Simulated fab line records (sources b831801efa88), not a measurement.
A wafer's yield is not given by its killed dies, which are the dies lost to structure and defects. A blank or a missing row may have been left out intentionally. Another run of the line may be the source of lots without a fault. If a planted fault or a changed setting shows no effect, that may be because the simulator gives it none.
Which tool is to blame? / flow sky130 / 18 wafers from 6 lots sampled at 3 of the route's 708 steps

== WHAT EACH GAUGE READ, for each wafer ==
SKY_RES_XHIGH_TW_MEAS_09.
lot=L489; measured=day 27 14:40; on=film metro-01; RES_XHIGH_TW=1641 1642 1639
lot=L491; measured=day 28 00:29; on=film metro-02; RES_XHIGH_TW=1633 1625 1639
lot=L494; measured=day 29 20:44; on=film metro-01; RES_XHIGH_TW=1644 1637 1640
lot=L497; measured=day 31 04:25; on=film metro-01; RES_XHIGH_TW=1643 1639 1640
lot=L498; measured=day 32 07:32; on=film metro-02; RES_XHIGH_TW=1635 1639 1625
lot=L505; measured=day 33 06:08; on=film metro-03; RES_XHIGH_TW=1628 1639 1640

== WHICH TOOL RAN EACH LOT (tool, then ch and the chambers of the sampled wafers, then the start) ==
lot=L489; SKY_SD_P_STRIP_10=plasma asher-04 ch 0,1, day 26 09:04; SKY_RES_XHIGH_STRIP_08=plasma asher-03 ch 0,1, day 27 14:34
lot=L491; SKY_SD_P_STRIP_10=plasma asher-03 ch 0,1, day 26 19:21; SKY_RES_XHIGH_STRIP_08=plasma asher-01 ch 1, day 28 00:23
lot=L494; SKY_SD_P_STRIP_10=plasma asher-03 ch 0,1, day 28 16:58; SKY_RES_XHIGH_STRIP_08=plasma asher-03 ch 0,1, day 29 20:38
lot=L497; SKY_SD_P_STRIP_10=plasma asher-03 ch 0,1, day 30 00:10; SKY_RES_XHIGH_STRIP_08=plasma asher-02 ch 0,1, day 31 04:19
lot=L498; SKY_SD_P_STRIP_10=plasma asher-04 ch 0,1, day 31 04:22; SKY_RES_XHIGH_STRIP_08=plasma asher-03 ch 0,1, day 32 07:26
lot=L505; SKY_SD_P_STRIP_10=plasma asher-01 ch 0,1, day 32 02:46; SKY_RES_XHIGH_STRIP_08=plasma asher-01 ch 0,1, day 33 06:01
- SKY_SD_P_STRIP_10: strips in O2/N2.
- SKY_RES_XHIGH_STRIP_08: strips in O2/N2.

== THE ANSWER, worked out from the rows above alone ==
Rule: what is usual is taken from the lots themselves. Put in order of their means at a reading, lots are off if they are a third of the lots or fewer, leave a main group of 4 or more, and stand apart from it by a gap of 3 or more times the standard deviation of the main group's means; of several such gaps the widest counts. A main group is skipped when, at the precision printed for the reading in the tables above, its means are all equal. Also off: a lot with no number at a reading for which 4 or more lots have one. Where the step has rows for the other lots, those lots are counted as sound.
Nothing can be told from this: no lot is off at any reading shown.

== WHAT WAS PUT IN BY THE SIMULATOR ==
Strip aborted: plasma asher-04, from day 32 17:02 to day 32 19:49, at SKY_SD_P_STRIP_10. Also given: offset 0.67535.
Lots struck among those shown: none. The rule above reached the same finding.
